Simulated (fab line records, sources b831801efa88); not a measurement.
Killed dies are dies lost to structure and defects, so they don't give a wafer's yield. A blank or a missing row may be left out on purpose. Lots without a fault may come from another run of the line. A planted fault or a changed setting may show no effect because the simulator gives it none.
fab line records | flow sky130
record lots=10 wafers=29 last_day=50
route steps=708 shown SD_N@353 CONTACT@407 CAP2M@605
lots that met no fault: from a run of the same line without faults
start_h: hours from the record's first day to the start of the lot's first wafer shown | wait_h: hours since the lot's step before | " the same as in the row above | L1.1+2: a row that stands for several wafers | - no value, or no start given | * or withheld: withheld | < > ~ a bound
route shown NAME@n: a module of which the file shows steps, and the number in the route of the first | usual: mean/standard deviation of fault-free wafers | same: alike in all rows | chamber/n: place in a boat | sites: the reading at each site | _std_site: their standard deviation | _edge_site: outer sites' mean less inner sites' | radius_mm: how far each site lies from the wafer's centre | mask NAME#n: copy n | behind: the tool/chamber that last shaped the wafer | hold: why the lot was held/for how many hours/how that ended | device: the transistor (n, p or np) that didn't switch | end of line: the same wafers' tests at the end of the route | a step without rows: its recipe alone | killed: dies lost to structure and defects at the first sort, not the wafer's yield | map: a wafer's dies, x killed, . not, _ none there
set.NAME: the setting as run; set.NAME@STEP: as run at that earlier step | model.NAME: the simulator's own value behind a step, which no gauge read
steps of the route over a sample of lots; a table a step, a row a wafer
services: from which hour (start_h, from the record's first day; less than 0 if before it) a tool's chamber was out of use, for how many hours, and why
## steps
# step SKY_SD_N_STRIP_11
# recipe chemistry=O2/N2 power_w=1400 pressure_mtorr=1500 platen_temp_c=withheld o2_flow_sccm=3000 n2_flow_sccm=300 overash_fraction=0.5
# usual drypump_motor_current_A=5.7/0.56 oes_product_au=0.527/0.0044 strip_time_to_endpoint_s=22.54/0.039
# columns lot.wafer tool chamber start_h wait_h drypump_motor_current_A oes_product_au rf_hours_counter_h strip_time_to_endpoint_s
L817.1 plasma_asher-02 0 664.51 0.1 6.7 0.526 54 22.52
L817.2 " 1 " " 5.7 0.533 54 22.55
L817.3 " 0 " " 6.7 0.527 - 22.52
L818.2 plasma_asher-02 1 686.77 0.1 5.7 0.525 57 22.55
L818.3 " 1 " " 5.7 0.524 - 22.53
L818.4 " 0 " " 6.6 0.521 - 22.55
L820.1 plasma_asher-03 0 688.62 0.1 6.2 0.521 95 22.59
L820.3 " 1 " " 5.6 0.528 - 22.57
L820.4 " 0 " " 6.2 0.524 - 22.53
L819.1 plasma_asher-02 1 691.36 0.1 5.7 0.522 57 22.57
L819.4 " 0 " " 6.7 0.531 - 22.60
L819.6 " 1 " " 5.7 0.528 - 22.51
L825.1 plasma_asher-01 0 726.87 0.1 5.8 0.525 32 22.56
L825.2 " 1 " " 4.9 0.531 32 22.58
L825.4 " 1 " " 4.9 0.529 - 22.55
L827.1 plasma_asher-01 1 739.32 0.1 4.9 0.523 34 22.54
L827.3 " 0 " " 5.8 0.525 - 22.48
L827.5 " 0 " " 5.8 0.518 - 22.48
L829.3 plasma_asher-03 0 748.75 0.1 6.2 0.533 - 22.55
L829.4 " 1 " " 5.6 0.523 - 22.51
L829.5 " 1 " " 5.6 0.532 - 22.57
L839.4 plasma_asher-02 0 812.40 0.1 6.6 0.534 - 22.53
L839.5 " 0 " " 6.6 0.531 - 22.51
L839.6 " 1 " " 5.7 0.516 - 22.53
L838.5 plasma_asher-01 0 816.69 0.1 5.8 0.527 - 22.55
L838.6 " 1 " " 4.9 0.532 - 22.50
L840.2 plasma_asher-01 1 819.81 0.1 4.9 0.530 42 22.55
L840.3 " 1 " " 4.9 0.525 - 22.56
L840.6 " 0 " " 5.8 0.525 - 22.60
# step SKY_CONTACT_THK_MEAS_01
# recipe reads=Si3N4_of_CONTACT_CVD_00
# usual CONTACT_CVD_00_THK=74.4/1.2
# columns lot.wafer tool chamber start_h wait_h CONTACT_CVD_00_THK[nm]
L817.1 film_metro-04 - 723.31 - 73.1
L817.2 " - " " 73.5
L817.3 " - " " 72.5
L818.2 film_metro-02 - 745.51 - 75.0
L818.3 " - " " 75.5
L818.4 " - " " 76.0
L820.1 film_metro-02 - 746.90 - 74.9
L820.3 " - " " 74.8
L820.4 " - " " 75.8
L819.1 film_metro-03 - 749.50 - 72.7
L819.4 " - " " 74.7
L819.6 " - " " 74.4
L825.1 film_metro-03 - 783.76 - 73.6
L825.2 " - " " 73.6
L825.4 " - " " 75.2
L827.1 film_metro-04 - 795.56 - 74.1
L827.3 " - " " 74.2
L827.5 " - " " 74.4
L829.3 film_metro-02 - 805.08 - 72.7
L829.4 " - " " 76.3
L829.5 " - " " 74.5
L839.4 film_metro-04 - 868.37 - 74.5
L839.5 " - " " 74.8
L839.6 " - " " 74.2
L838.5 film_metro-04 - 872.68 - 74.7
L838.6 " - " " 73.9
L840.2 film_metro-03 - 875.13 - 74.2
L840.3 " - " " 72.5
L840.6 " - " " 73.5
# step SKY_CONTACT_STRIP_19
# recipe chemistry=O2/N2 power_w=1400 pressure_mtorr=1500 platen_temp_c=withheld o2_flow_sccm=3000 n2_flow_sccm=300 overash_fraction=0.5
# usual drypump_motor_current_A=5.8/0.62 oes_product_au=0.380/0.0045 strip_time_to_endpoint_s=3.628/0.029
# columns lot.wafer tool chamber start_h wait_h drypump_motor_current_A oes_product_au rf_hours_counter_h strip_time_to_endpoint_s
L817.1 plasma_asher-02 0 752.02 - 6.7 0.386 63 3.676
L817.2 " 1 " " 5.7 0.379 63 3.668
L817.3 " 1 " " 5.7 0.382 - 3.606
L818.2 plasma_asher-01 0 773.49 - 5.8 0.377 37 3.686
L818.3 " 0 " " 5.8 0.378 - 3.595
L818.4 " 1 " " 4.8 0.379 - 3.639
L820.1 plasma_asher-02 1 774.94 - 5.7 0.372 65 3.639
L820.3 " 1 " " 5.7 0.377 - 3.648
L820.4 " 0 " " 6.7 0.386 - 3.633
L819.1 plasma_asher-01 0 777.39 - 5.8 0.380 37 3.636
L819.4 " 0 " " 5.8 0.382 - 3.666
L819.6 " 0 " " 5.7 0.387 - 3.605
L825.1 plasma_asher-01 0 811.51 - 5.7 0.379 41 3.629
L825.2 " 1 " " 4.9 0.381 41 3.573
L825.4 " 0 " " 5.8 0.385 - 3.577
L827.1 plasma_asher-02 0 823.34 - 6.7 0.385 70 3.631
L827.3 " 1 " " 5.7 0.377 - 3.669
L827.5 " 1 " " 5.7 0.386 - 3.661
L829.3 plasma_asher-01 1 832.71 - 4.9 0.381 - 3.618
L829.4 " 0 " " 5.8 0.375 - 3.646
L829.5 " 0 " " 5.8 0.380 - 3.559
L839.4 plasma_asher-02 0 894.83 - 6.7 0.385 - 3.640
L839.5 " 1 " " 5.7 0.386 - 3.674
L839.6 " 0 " " 6.6 0.380 - 3.621
L838.5 plasma_asher-02 1 901.26 - 5.7 0.387 - 3.649
L838.6 " 0 " " 6.7 0.386 - 3.598
L840.2 plasma_asher-01 1 901.55 - 4.9 0.385 51 3.630
L840.3 " 1 " " 4.9 0.380 - 3.601
L840.6 " 1 " " 4.9 0.379 - 3.604
# step SKY_CAP2M_SPUTTER_02
# recipe material=TiN target_thk_nm=200 temp_c=300 power_w=6500 time_s=166.7 chamber_pressure_pa=0.4
# usual chamber_pressure_pa=0.4000/0.00081 throttle_valve_pct=29.4/1.1
# columns lot.wafer tool chamber start_h wait_h chamber_pressure_pa throttle_valve_pct
L817.1 pvd_sputter-02 - 943.95 0.1 0.3995 30.1
L817.2 " - " " 0.3993 27.3
L817.3 " - " " 0.3986 29.4
L818.2 pvd_sputter-02 - 965.11 0.0 0.4004 28.0
L818.3 " - " " 0.3982 29.4
L818.4 " - " " 0.3981 30.0
L820.1 pvd_sputter-04 - 966.99 0.1 0.4006 29.0
L820.3 " - " " 0.3992 30.5
L820.4 " - " " 0.3997 29.4
L819.1 pvd_sputter-04 - 967.72 0.1 0.3999 30.1
L819.4 " - " " 0.4012 29.2
L819.6 " - " " 0.4000 29.5
L825.1 pvd_sputter-03 - 997.88 0.1 0.4002 31.1
L825.2 " - " " 0.4005 30.0
L825.4 " - " " 0.3997 30.4
L827.1 pvd_sputter-02 - 1009.25 0.1 0.4003 29.6
L827.3 " - " " 0.3991 30.1
L827.5 " - " " 0.4019 27.6
L829.3 pvd_sputter-03 - 1017.16 0.0 0.3992 29.7
L829.4 " - " " 0.3990 29.4
L829.5 " - " " 0.4004 30.2
L839.4 pvd_sputter-04 - 1070.25 0.1 0.4007 27.3
L839.5 " - " " 0.4013 29.5
L839.6 " - " " 0.4003 30.3
L838.5 pvd_sputter-03 - 1074.93 0.1 0.3991 31.6
L838.6 " - " " 0.3995 30.2
L840.2 pvd_sputter-04 - 1075.72 0.0 0.3984 29.2
L840.3 " - " " 0.4009 30.5
L840.6 " - " " 0.3998 27.5
# step SKY_CAP2M_RS_MEAS_03
# recipe thk_meas_gauge=four-point-probe reads=TiN_of_CAP2M_SPUTTER_02
# usual CAP2M_TIN_RS=6.94/0.096
# columns lot.wafer tool chamber start_h wait_h CAP2M_TIN_RS[ohm/sq]
L817.1 film_metro-02 - 944.06 0.1 6.95
L817.2 " - " " 6.84
L817.3 " - " " 6.91
L818.2 film_metro-02 - 965.24 0.1 7.02
L818.3 " - " " 7.03
L818.4 " - " " 7.00
L820.1 film_metro-02 - 967.10 0.1 6.71
L820.3 " - " " 6.81
L820.4 " - " " 6.79
L819.1 film_metro-01 - 967.83 0.1 6.95
L819.4 " - " " 6.85
L819.6 " - " " 6.91
L825.1 film_metro-04 - 997.99 0.1 7.08
L825.2 " - " " 6.99
L825.4 " - " " 6.91
L827.1 film_metro-01 - 1009.36 0.1 7.09
L827.3 " - " " 7.04
L827.5 " - " " 7.04
L829.3 film_metro-04 - 1017.31 0.1 6.75
L829.4 " - " " 6.80
L829.5 " - " " 6.79
L839.4 film_metro-02 - 1070.36 0.1 7.04
L839.5 " - " " 6.92
L839.6 " - " " 6.90
L838.5 film_metro-04 - 1075.07 0.1 7.37
L838.6 " - " " 7.31
L840.2 film_metro-04 - 1075.85 0.1 6.92
L840.3 " - " " 6.91
L840.6 " - " " 7.09
# step SKY_CAP2M_THK_MEAS_04
# recipe thk_meas_gauge=xrf reads=TiN_of_CAP2M_SPUTTER_02
# usual CAP2M_TIN_THK=200.1/2.7
# columns lot.wafer tool chamber start_h wait_h CAP2M_TIN_THK[nm]
L817.1 film_metro-02 - 944.18 0.1 199.2
L817.2 " - " " 202.7
L817.3 " - " " 200.6
L818.2 film_metro-02 - 965.35 0.1 198.0
L818.3 " - " " 197.8
L818.4 " - " " 198.8
L820.1 film_metro-02 - 967.22 0.1 206.2
L820.3 " - " " 205.3
L820.4 " - " " 204.5
L819.1 film_metro-01 - 967.95 0.1 199.6
L819.4 " - " " 202.0
L819.6 " - " " 200.3
L825.1 film_metro-04 - 998.11 0.1 196.6
L825.2 " - " " 198.3
L825.4 " - " " 200.9
L827.1 film_metro-01 - 1009.48 0.1 195.6
L827.3 " - " " 196.6
L827.5 " - " " 196.4
L829.3 film_metro-04 - 1017.41 0.1 205.7
L829.4 " - " " 204.4
L829.5 " - " " 205.5
L839.4 film_metro-02 - 1070.45 0.1 197.9
L839.5 " - " " 200.4
L839.6 " - " " 202.5
L838.5 film_metro-04 - 1075.15 0.1 189.2
L838.6 " - " " 190.0
L840.2 film_metro-04 - 1075.96 0.1 200.3
L840.3 " - " " 201.1
L840.6 " - " " 196.8
# step SKY_CAP2M_METAL_ETCH_13
# recipe target_depth_nm=220 stop_on=SiO2 chemistry=Cl2/BCl3 target=TiN pressure_mtorr=10 icp_w=900 bias_w=48.5 Cl2_flow_sccm=60 bcl3_flow_sccm=30 time_s=62.9
# usual drypump_motor_current_A=5.8/0.6 oes_product_au=0.939/0.0088 throttle_valve_pct=21.905/0.011
# columns lot.wafer tool chamber start_h wait_h drypump_motor_current_A oes_product_au rf_hours_counter_h throttle_valve_pct
L817.1 rie_metal-03 0 967.78 0.0 6.4 0.938 10 21.904
L817.2 " 1 " " 5.1 0.951 18 21.902
L817.3 " 0 " " 6.4 0.938 - 21.921
L818.2 rie_metal-02 1 988.58 0.0 6.0 0.927 11 21.912
L818.3 " 0 " " 5.1 0.933 - 21.908
L818.4 " 1 " " 6.0 0.939 - 21.893
L820.1 rie_metal-03 0 990.13 0.0 6.5 0.961 11 21.904
L820.3 " 0 " " 6.4 0.944 - 21.901
L820.4 " 1 " " 5.1 0.957 - 21.886
L819.1 rie_metal-03 0 991.54 0.0 6.4 0.936 11 21.912
L819.4 " 1 " " 5.1 0.947 - 21.912
L819.6 " 1 " " 5.1 0.941 - 21.889
L825.1 rie_metal-04 0 1021.33 0.0 6.6 0.928 19 21.909
L825.2 " 1 " " 5.4 0.933 16 21.906
L825.4 " 1 " " 5.5 0.942 - 21.908
L827.1 rie_metal-03 1 1031.94 0.0 5.1 0.924 22 21.922
L827.3 " 0 " " 6.4 0.933 - 21.919
L827.5 " 0 " " 6.4 0.925 - 21.913
L829.3 rie_metal-03 1 1039.47 0.0 5.1 0.950 - 21.880
L829.4 " 0 " " 6.5 0.954 - 21.903
L829.5 " 0 " " 6.5 0.955 - 21.884
L839.4 rie_metal-04 1 1091.18 0.0 5.4 0.931 - 21.907
L839.5 " 0 " " 6.6 0.940 - 21.892
L839.6 " 1 " " 5.4 0.949 - 21.891
L838.5 rie_metal-04 1 1095.90 0.1 5.4 0.906 - 21.921
L838.6 " 0 " " 6.5 0.914 - 21.927
L840.2 rie_metal-04 0 1097.08 0.0 6.5 0.943 24 21.906
L840.3 " 1 " " 5.4 0.943 - 21.905
L840.6 " 0 " " 6.5 0.933 - 21.909
## services
# columns tool chamber start_h hours kind
rie_metal-04 - 653.15 2.4 repair
pvd_sputter-03 - 653.62 3.8 repair
plasma_asher-02 - 692.86 2.8 pm
rie_metal-04 1 746.35 6.7 repair
plasma_asher-01 - 787.57 2.8 pm
pvd_sputter-03 - 787.78 8.4 repair
pvd_sputter-04 - 796.82 4.7 repair
pvd_sputter-03 - 811.49 1.1 repair
rie_metal-03 1 825.46 7.6 repair
plasma_asher-02 - 826.96 14.6 pm
pvd_sputter-02 - 838.35 2.4 repair
rie_metal-04 - 843.76 1.0 repair
pvd_sputter-02 - 855.48 1.1 repair
pvd_sputter-04 - 862.62 14.0 repair
rie_metal-03 - 891.95 1.4 pm
pvd_sputter-04 - 945.60 2.3 repair
rie_metal-03 - 974.54 2.8 pm
plasma_asher-01 - 982.33 1.3 repair
plasma_asher-02 - 985.89 5.4 repair
pvd_sputter-04 - 1015.79 2.3 repair
rie_metal-03 - 1059.09 14.6 pm
pvd_sputter-02 - 1072.54 1.6 repair
plasma_asher-01 - 1076.21 1.9 repair
rie_metal-03 - 1088.16 6.5 repair
## key
first_sign step=SKY_CAP2M_RS_MEAS_03 reading=CAP2M_TIN_RS direction=up sigmas=4.1 usual=6.94 struck=7.34
effect step=SKY_CAP2M_THK_MEAS_04 reading=CAP2M_TIN_THK direction=down sigmas=3.8 usual=200.1 struck=189.6
effect step=SKY_CAP2M_METAL_ETCH_13 reading=oes_product_au direction=down sigmas=3.3 usual=0.939 struck=0.910
met_at SKY_CAP2M_SPUTTER_02
struck_lots L838
struck_wafers L838.5,L838.6
not_acting_at SKY_SD_N_STRIP_11,SKY_CONTACT_THK_MEAS_01,SKY_CONTACT_STRIP_19
onset_between 1017.16 1074.93
fault kind=process_parameter_drift tool=pvd_sputter-03 chamber=- onset_h=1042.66 steps=SKY_CAP2M_SPUTTER_02 channel=time_s offset=* shape=step end_h=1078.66 scope=struck_wafers_only acts_in=* stated=*
